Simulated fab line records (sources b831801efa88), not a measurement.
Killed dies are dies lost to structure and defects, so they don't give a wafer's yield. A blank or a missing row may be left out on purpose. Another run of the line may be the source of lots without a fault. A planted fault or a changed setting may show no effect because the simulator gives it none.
Which tool was responsible? -- flow gf180mcu -- 11 lots with 33 wafers sampled at 7 steps, on a route of 602 steps

## WHAT EACH GAUGE READ, for each wafer
GF_V1_OVL_MEAS_15. Usual: V1_OVL gives 0 nm (standard deviation 4.4).
lot,measured,on,V1_OVL (nm),flag
L375,day 18 14:49,overlay-02,1 0 5,
L376,day 19 06:01,overlay-01,0 -1 4,
L380,day 20 17:52,overlay-01,2 0 -5,
L382,day 21 12:32,overlay-02,4 1 4,
L383,day 22 02:01,overlay-02,-4 -1 6,
L384,day 22 08:16,overlay-02,6 -1 -2,
L385,day 22 19:05,overlay-02,-3 -3 -4,
L392,day 24 22:53,overlay-02,-2 4 -7,
L394,day 25 12:31,overlay-02,-2 4 -1,
L395,day 25 20:25,overlay-01,-4 -10 -7,
L396,day 26 03:38,overlay-01,0 -2 -5,

GF_V1_RS_MEAS_24: measurement is done with a four-point probe. Usual: V1_W_RS gives 0.328 ohm/sq (standard deviation 0.0035).
lot,measured,on,V1_W_RS (ohm/sq),flag
L375,day 18 15:45,filmMetro-04,0.328 0.331 0.328,
L376,day 19 07:20,filmMetro-02,0.332 0.330 0.330,
L380,day 20 18:55,filmMetro-04,0.329 0.331 0.329,
L382,day 21 13:31,filmMetro-02,0.324 0.326 0.324,
L383,day 22 03:23,filmMetro-02,0.326 0.325 0.329,
L384,day 22 09:16,filmMetro-02,0.386 0.390 0.387,OFF
L385,day 22 19:59,filmMetro-02,0.386 0.392 0.394,OFF
L392,day 24 23:52,filmMetro-01,0.323 0.321 0.320,
L394,day 25 13:33,filmMetro-02,0.329 0.328 0.326,
L395,day 25 21:28,filmMetro-02,0.329 0.326 0.327,
L396,day 26 04:39,filmMetro-01,0.327 0.324 0.325,

GF_V1_THK_MEAS_25: measures by xrf. Usual: V1_W_THK gives 358 nm (standard deviation 4.6).
lot,measured,on,V1_W_THK (nm),flag
L375,day 18 15:52,filmMetro-04,359 357 359,
L376,day 19 07:28,filmMetro-02,355 358 359,
L380,day 20 19:02,filmMetro-04,360 356 357,
L382,day 21 13:37,filmMetro-02,364 363 364,
L383,day 22 03:30,filmMetro-02,357 357 354,
L384,day 22 09:23,filmMetro-02,301 298 304,OFF
L385,day 22 20:07,filmMetro-02,302 298 297,OFF
L392,day 24 23:59,filmMetro-01,360 363 360,
L394,day 25 13:40,filmMetro-02,356 359 360,
L395,day 25 21:34,filmMetro-02,357 365 360,
L396,day 26 04:46,filmMetro-01,355 357 360,

GF_M2_THK_MEAS_06: measures by xrf. Usual: M2_ALCU_THK gives 446 nm (standard deviation 5).
lot,measured,on,M2_ALCU_THK (nm),flag
L375,day 18 16:35,filmMetro-02,452 450 453,
L376,day 19 08:10,filmMetro-02,446 435 442,
L380,day 20 19:44,filmMetro-03,443 446 444,
L382,day 21 14:19,filmMetro-03,452 451 452,
L383,day 22 04:12,filmMetro-04,435 445 438,
L384,day 22 10:05,filmMetro-04,440 441 436,
L385,day 22 20:50,filmMetro-03,443 441 443,
L392,day 25 00:44,filmMetro-03,449 444 446,
L394,day 25 14:29,filmMetro-02,447 444 445,
L395,day 25 22:34,filmMetro-02,447 443 445,
L396,day 26 05:28,filmMetro-04,449 447 445,

## WHICH TOOL RAN EACH LOT (tool, then ch and the chambers of the sampled wafers, then the start)
lot,GF_V1_CMP_04,GF_V1_CVD_23,GF_V1_CMP_26
L375,"cmp-02 ch 0,1,2, day 17 15:07","cvdW-02 ch 0,1, day 18 15:38","cmp-01 ch 1,3, day 18 15:59"
L376,"cmp-01 ch 0,2, day 18 06:43","cvdW-02 ch 0,1, day 19 07:14","cmp-01 ch 0,1,2, day 19 07:37"
L380,"cmp-01 ch 0,1,3, day 19 18:32","cvdW-01 ch 0, day 20 18:41","cmp-02 ch 0,1,2, day 20 19:09"
L382,"cmp-02 ch 1,2,3, day 20 12:25","cvdW-01 ch 0,1, day 21 13:24","cmp-02 ch 0,1, day 21 13:42"
L383,"cmp-02 ch 0,1,2, day 21 02:22","cvdW-02 ch 0,1, day 22 03:16","cmp-01 ch 0,1,3, day 22 03:34"
L384,"cmp-01 ch 0,2,3, day 21 08:25","cvdW-01 ch 0,1, day 22 09:09","cmp-01 ch 0,2,3, day 22 09:27"
L385,"cmp-02 ch 1,2,3, day 21 19:12","cvdW-01 ch 0,1, day 22 19:53","cmp-02 ch 0,2,3, day 22 20:13"
L392,"cmp-02 ch 2,3, day 23 23:56","cvdW-01 ch 0,1, day 24 23:44","cmp-02 ch 2,3, day 25 00:05"
L394,"cmp-02 ch 0,1,2, day 24 14:25","cvdW-01 ch 1, day 25 13:20","cmp-01 ch 0,2, day 25 13:50"
L395,"cmp-02 ch 0,1,3, day 24 22:31","cvdW-01 ch 1, day 25 21:15","cmp-01 ch 0,3, day 25 21:55"
L396,"cmp-01 ch 0,1,2, day 25 06:20","cvdW-01 ch 1, day 26 04:26","cmp-01 ch 0,1,2, day 26 04:56"
- GF_V1_CMP_04: polishes SiO2.
- GF_V1_CVD_23: deposits W, target thk 350 nm, time 105.05 s.
- GF_V1_CMP_26: polishes, stops on SiO2, t overpolish 15 s, target thk 0 nm.

## AS READ BY THE TOOLS THEMSELVES (means over the sampled wafers that have a number; for cases with no such wafer, the mark the record gives instead)
GF_V1_CMP_04. Usual: motorCurrentA 12.2 A, standard deviation 1.2; slurryFilterDpKPa 13.49 kPa, standard deviation 0.15; timeToEndpointS 81 s, standard deviation 5.4.
lot,tool,motorCurrentA (A),slurryFilterDpKPa (kPa),timeToEndpointS (s),flag
L375,cmp-02,11.3,13.66,77,
L376,cmp-01,12.5,13.42,86,
L380,cmp-01,13.2,13.53,81,
L382,cmp-02,11.3,13.52,82,
L383,cmp-02,11.3,13.53,74,
L384,cmp-01,12.4,13.53,78,
L385,cmp-02,11.0,13.53,77,
L392,cmp-02,10.8,13.58,85,
L394,cmp-02,11.4,13.47,75,
L395,cmp-02,11.2,13.36,74,
L396,cmp-01,13.1,13.35,83,

GF_V1_CVD_23. Usual: chamberPressureTorr 39.99 Torr, standard deviation 0.089; heaterPowerW 850 W, standard deviation 52; susceptorTempC 400.02 C, standard deviation 0.23.
lot,tool,chamberPressureTorr (Torr),heaterPowerW (W),susceptorTempC (C),flag
L375,cvdW-02,39.90,897,399.88,
L376,cvdW-02,39.92,910,399.95,
L380,cvdW-01,39.99,848,399.97,
L382,cvdW-01,39.98,799,400.12,
L383,cvdW-02,39.97,898,399.83,
L384,cvdW-01,28.39,824,400.03,OFF
L385,cvdW-01,28.51,807,400.14,OFF
L392,cvdW-01,40.02,805,400.15,
L394,cvdW-01,39.85,799,400.09,
L395,cvdW-01,39.97,789,400.02,
L396,cvdW-01,40.00,801,399.76,

GF_V1_CMP_26. Usual: motorCurrentA 11.2 A, standard deviation 1.1; slurryFilterDpKPa 13.51 kPa, standard deviation 0.14; timeToEndpointS 85 s, standard deviation 4.4.
lot,tool,motorCurrentA (A),slurryFilterDpKPa (kPa),timeToEndpointS (s),flag
L375,cmp-01,11.8,13.56,87,
L376,cmp-01,12.0,13.45,81,
L380,cmp-02,10.2,13.50,80,
L382,cmp-02,10.6,13.49,79,
L383,cmp-01,12.5,13.61,85,
L384,cmp-01,11.7,13.56,71,OFF
L385,cmp-02,10.3,13.39,69,OFF
L392,cmp-02,9.9,13.53,91,
L394,cmp-01,11.4,13.47,88,
L395,cmp-01,12.5,13.45,94,
L396,cmp-01,12.1,13.49,92,

## THE ANSWER, worked out from the rows above alone
Rule: take the mean of a lot's wafers that have a number; if it is more than 3 standard deviations from the usual mean, the lot is off. Also off: a lot with no number at a reading for which 4 or more lots have one. All remaining lots with rows at the step are treated as sound. The gauges are gone through in route order, then the tools' own readings, and for those a lot's mean is taken as printed above. At the first step where some lot is off, the reading lying furthest off is the one used; lots without a number count as furthest.
Off: L384, L385, seen at GF_V1_RS_MEAS_24 (V1_W_RS).
A tool fits if, at a process step before that reading, it ran every lot that is off, and no sound lot after the first of them. The gauges at GF_V1_RS_MEAS_24 aren't tried: what is off there is off at GF_V1_CVD_23 too, on other tools, and a gauge's error can't cause that. None of those tried fits.

## WHAT WAS PUT IN BY THE SIMULATOR
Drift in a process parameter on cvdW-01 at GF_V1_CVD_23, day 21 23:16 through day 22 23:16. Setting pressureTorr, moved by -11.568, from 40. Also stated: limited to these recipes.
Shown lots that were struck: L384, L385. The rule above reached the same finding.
